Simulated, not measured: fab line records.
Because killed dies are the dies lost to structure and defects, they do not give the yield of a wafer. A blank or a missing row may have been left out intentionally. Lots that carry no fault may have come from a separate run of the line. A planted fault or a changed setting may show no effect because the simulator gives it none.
Which tool did it?    flow sky130    36 wafers from 12 lots sampled at 5 of the route's 708 steps

## WHAT THE GAUGES SHOWED, per wafer
SKY_FIELD_ISO_THK_MEAS_04. Usual: for FIELD_ISO_CVD_03_THK the level is 164.8 nm and the standard deviation is 1.
lot   measured     on             FIELD_ISO_CVD_03_THK (nm)  flag
L944  day 2 13:13  film_metro-01  163.7 164.6 164.6          
L946  day 2 23:31  film_metro-04  166.3 167.4 165.9          
L948  day 3 07:12  film_metro-04  164.4 165.6 164.1          
L949  day 3 12:36  film_metro-02  164.8 166.0 165.0          
L950  day 3 16:16  film_metro-01  164.0 165.0 163.5          
L951  day 3 21:49  film_metro-02  164.2 164.0 164.2          
L953  day 4 06:31  film_metro-01  165.5 165.7 165.9          
L955  day 4 19:30  film_metro-01  164.2 165.1 165.7          
L956  day 4 23:08  film_metro-04  164.2 164.5 164.5          
L957  day 5 03:27  film_metro-01  165.6 167.5 166.6          
L962  day 6 04:26  film_metro-02  165.1 165.2 165.3          
L963  day 6 09:57  film_metro-04  165.6 166.3 165.7          

SKY_VT_ADJUST_NCORE_TW_MEAS_11. Usual: for VT_ADJUST_NCORE_TW the level is 220.5 and the standard deviation is 2.
lot   measured      on             VT_ADJUST_NCORE_TW  flag
L944  day 9 15:29   film_metro-01  218.4 218.5 219.0   
L946  day 10 11:07  film_metro-02  223.0 221.6 222.9   
L948  day 10 20:23  film_metro-01  217.3 218.8 218.7   
L949  day 11 03:29  film_metro-04  221.6 223.9 223.5   
L950  day 11 10:41  film_metro-01  221.4 219.9 220.9   
L951  day 11 15:02  film_metro-04  222.1 223.4 222.5   
L953  day 12 04:06  film_metro-02  221.7 221.7 220.1   
L955  day 12 19:44  film_metro-02  221.0 221.3 221.8   
L956  day 13 01:14  film_metro-01  221.8 221.4 220.7   
L957  day 13 08:25  film_metro-01  221.0 221.2 220.9   
L962  day 15 14:48  film_metro-04  222.5 222.3 221.8   
L963  day 15 16:13  film_metro-02  221.4 221.1 222.4   

## WHICH TOOL RAN EACH LOT (tool, then ch and the chambers of the sampled wafers, then the start)
lot   SKY_FIELD_ISO_COAT_08             SKY_FIELD_ISO_STRIP_16               SKY_VT_ADJUST_NCORE_STRIP_10
L944  litho_track-04 ch 0, day 2 19:00  plasma_asher-02 ch 0,1, day 3 03:03  plasma_asher-04 ch 0,1, day 9 15:23
L946  litho_track-01 ch 0, day 3 06:00  plasma_asher-04 ch 0,1, day 3 14:56  plasma_asher-01 ch 0,1, day 10 11:01
L948  litho_track-01 ch 0, day 3 14:00  plasma_asher-02 ch 0,1, day 3 23:22  plasma_asher-04 ch 0,1, day 10 20:17
L949  litho_track-03 ch 0, day 3 21:00  plasma_asher-03 ch 0,1, day 4 05:24  plasma_asher-03 ch 0,1, day 11 03:23
L950  litho_track-01 ch 0, day 4 00:00  plasma_asher-04 ch 0,1, day 4 08:57  plasma_asher-03 ch 0,1, day 11 10:35
L951  litho_track-04 ch 0, day 4 05:00  plasma_asher-02 ch 0,1, day 4 14:30  plasma_asher-04 ch 0,1, day 11 14:56
L953  litho_track-04 ch 0, day 4 14:00  plasma_asher-04 ch 0,1, day 4 23:26  plasma_asher-03 ch 0,1, day 12 04:01
L955  litho_track-03 ch 0, day 5 04:00  plasma_asher-04 ch 0,1, day 5 13:43  plasma_asher-04 ch 0,1, day 12 19:38
L956  litho_track-04 ch 0, day 5 08:00  plasma_asher-04 ch 0,1, day 5 16:59  plasma_asher-04 ch 0,1, day 13 01:08
L957  litho_track-04 ch 0, day 5 12:00  plasma_asher-02 ch 0,1, day 5 22:02  plasma_asher-03 ch 0,1, day 13 08:20
L962  litho_track-01 ch 0, day 6 13:00  plasma_asher-02 ch 0,1, day 6 23:34  plasma_asher-04 ch 0,1, day 15 14:41
L963  litho_track-01 ch 0, day 6 19:00  plasma_asher-03 ch 0,1, day 7 05:47  plasma_asher-01 ch 0,1, day 15 16:07
- SKY_FIELD_ISO_COAT_08: resist thk 450 nm.
- SKY_FIELD_ISO_STRIP_16: strips in O2/N2.
- SKY_VT_ADJUST_NCORE_STRIP_10: strips in O2/N2.

## AS READ BY THE TOOLS THEMSELVES (means over the sampled wafers that have a number; for cases with no such wafer, the mark the record gives instead)
SKY_FIELD_ISO_COAT_08. Usual: exhaust_pa reads 45.3 Pa (standard deviation 0.78).
lot   tool            exhaust_pa (Pa)  flag
L944  litho_track-04  46.1             
L946  litho_track-01  45.3             
L948  litho_track-01  44.9             
L949  litho_track-03  45.1             
L950  litho_track-01  44.8             
L951  litho_track-04  44.9             
L953  litho_track-04  45.2             
L955  litho_track-03  46.3             
L956  litho_track-04  45.1             
L957  litho_track-04  45.4             
L962  litho_track-01  44.9             
L963  litho_track-01  45.5             

SKY_FIELD_ISO_STRIP_16. Usual: drypump_motor_current_A 5.7 A, standard deviation 0.33; o2_flow_sccm 3001 sccm, standard deviation 12; oes_product_au 0.378 a.u., standard deviation 0.0044; strip_time_to_endpoint_s 3.540 s, standard deviation 0.028.
lot   tool             drypump_motor_current_A (A)  o2_flow_sccm (sccm)  oes_product_au (a.u.)  strip_time_to_endpoint_s (s)  flag
L944  plasma_asher-02  5.8                          2996                 0.373                  3.513                         
L946  plasma_asher-04  5.7                          2998                 0.380                  3.530                         
L948  plasma_asher-02  5.8                          2995                 0.381                  3.525                         
L949  plasma_asher-03  5.9                          3000                 0.376                  3.520                         
L950  plasma_asher-04  5.7                          2996                 0.374                  3.519                         
L951  plasma_asher-02  5.6                          3008                 0.377                  3.508                         
L953  plasma_asher-04  5.7                          3000                 0.393                  3.892                         OFF
L955  plasma_asher-04  5.7                          2996                 0.379                  3.543                         
L956  plasma_asher-04  5.7                          3004                 0.383                  3.702                         OFF
L957  plasma_asher-02  5.8                          3009                 0.395                  3.926                         OFF
L962  plasma_asher-02  5.8                          2995                 0.379                  3.592                         
L963  plasma_asher-03  5.9                          3003                 0.381                  3.575                         

SKY_VT_ADJUST_NCORE_STRIP_10. Usual: drypump_motor_current_A 5.7 A, standard deviation 0.33; o2_flow_sccm 3001 sccm, standard deviation 8.4; oes_product_au 0.715 a.u., standard deviation 0.0044; strip_time_to_endpoint_s 14.17 s, standard deviation 0.04.
lot   tool             drypump_motor_current_A (A)  o2_flow_sccm (sccm)  oes_product_au (a.u.)  strip_time_to_endpoint_s (s)  flag
L944  plasma_asher-04  5.7                          3004                 0.715                  14.19                         
L946  plasma_asher-01  5.8                          3000                 0.716                  14.15                         
L948  plasma_asher-04  5.7                          3008                 0.715                  14.24                         
L949  plasma_asher-03  5.9                          3000                 0.716                  14.15                         
L950  plasma_asher-03  5.9                          2992                 0.718                  14.13                         
L951  plasma_asher-04  5.7                          2991                 0.718                  14.15                         
L953  plasma_asher-03  5.9                          3002                 0.715                  14.17                         
L955  plasma_asher-04  5.7                          3011                 0.710                  14.20                         
L956  plasma_asher-04  5.7                          2997                 0.716                  14.22                         
L957  plasma_asher-03  5.9                          2993                 0.714                  14.14                         
L962  plasma_asher-04  5.7                          2993                 0.714                  14.16                         
L963  plasma_asher-01  5.8                          2998                 0.715                  14.11                         

## THE ANSWER, worked out from the rows above alone
Rule: a lot is off if the mean of its wafers that have a number lies more than 3 standard deviations from the usual mean. A lot without any number at a reading at which 4 lots or more have one is off too. The other lots that the step has rows for count as sound. Order of review: gauges by route order, followed by the tools' own readings, for which a lot's mean as printed above is used. At the first step where some lot is off, the reading lying furthest off is the one used; lots without a number count as furthest.
Off, at SKY_FIELD_ISO_STRIP_16 on strip_time_to_endpoint_s: L953, L956, L957.
A tool fits if, at that step or a process step before it, it ran every lot that is off, and no sound lot after the first of them. One candidate fits, namely litho_track-04 at SKY_FIELD_ISO_COAT_08. A fault onset in the window from L951 (day 4 05:00, its last sound lot) to L953 (day 4 14:00, its first lot off) fits.

## WHAT WAS PUT IN BY THE SIMULATOR
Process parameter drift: litho_track-04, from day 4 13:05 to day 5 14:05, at SKY_FIELD_ISO_COAT_08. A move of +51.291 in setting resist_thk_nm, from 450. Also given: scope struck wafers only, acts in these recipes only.
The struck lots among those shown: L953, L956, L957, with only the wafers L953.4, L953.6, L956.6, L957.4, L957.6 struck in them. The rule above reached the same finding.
